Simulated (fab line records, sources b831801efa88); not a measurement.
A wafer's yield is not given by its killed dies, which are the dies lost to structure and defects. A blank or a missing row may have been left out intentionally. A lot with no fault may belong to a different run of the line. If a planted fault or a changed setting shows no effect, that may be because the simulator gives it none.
2 desks looking at one fault + flow sfqLine + numbers are kept per desk, each desk with only its own; the story behind them comes last

## FROM THE METROLOGY DESK
Lot by lot, what the gauges showed, no matter which tool ran the lot: averages of those sampled wafers that carry a number. The brackets show how far a lot's mean lies from the usual mean; more than 4 standard deviations puts the lot out of limits, marked OUT.
Columns: A = M5_OVL at SFQ_M5_OVL_MEAS_932, usual -4 nm
| lot  | first seen here | A  |
|------|-----------------|----|
| L818 | day 67 05:39    | 0  |
| L823 | day 68 05:46    | -3 |
| L824 | day 68 10:33    | -8 |
| L827 | day 71 19:17    | 3  |
| L831 | day 72 17:01    | 2  |
| L832 | day 73 04:07    | -8 |
This desk found nothing out of limits on any of the 6 lots.

## DESK OF THE TOOL OWNER: rieMetal-03
The tool's own readings at SFQ_TRILAYER_M5_BARC_OPEN_METAL_ETCH_161 (etches BARC in O2, target depth 125 nm, time 41.7 s): means of the sampled wafers that have a number, for each lot that ran on this tool. The brackets show how far a lot's mean lies from the usual mean; more than 4 standard deviations puts the lot out of limits, marked OUT.
Columns: A = drypumpMotorCurrentA at SFQ_TRILAYER_M5_BARC_OPEN_METAL_ETCH_161, usual 5.7 A; B = oesProductAu at SFQ_TRILAYER_M5_BARC_OPEN_METAL_ETCH_161, usual 0.685 a.u.
| lot  | first seen here | A   | B     |
|------|-----------------|-----|-------|
| L823 | day 68 05:48    | 5.7 | 0.669 |
| L824 | day 68 10:35    | 5.5 | 0.681 |
| L831 | day 72 17:03    | 5.4 | 0.682 |
This desk found nothing out of limits on any of the 3 lots.

## TAKEN TOGETHER
The metrology desk saw nothing out of limits.
Nothing out of limits was seen by the tool owner's desk.

## WHAT WAS PUT IN BY THE SIMULATOR
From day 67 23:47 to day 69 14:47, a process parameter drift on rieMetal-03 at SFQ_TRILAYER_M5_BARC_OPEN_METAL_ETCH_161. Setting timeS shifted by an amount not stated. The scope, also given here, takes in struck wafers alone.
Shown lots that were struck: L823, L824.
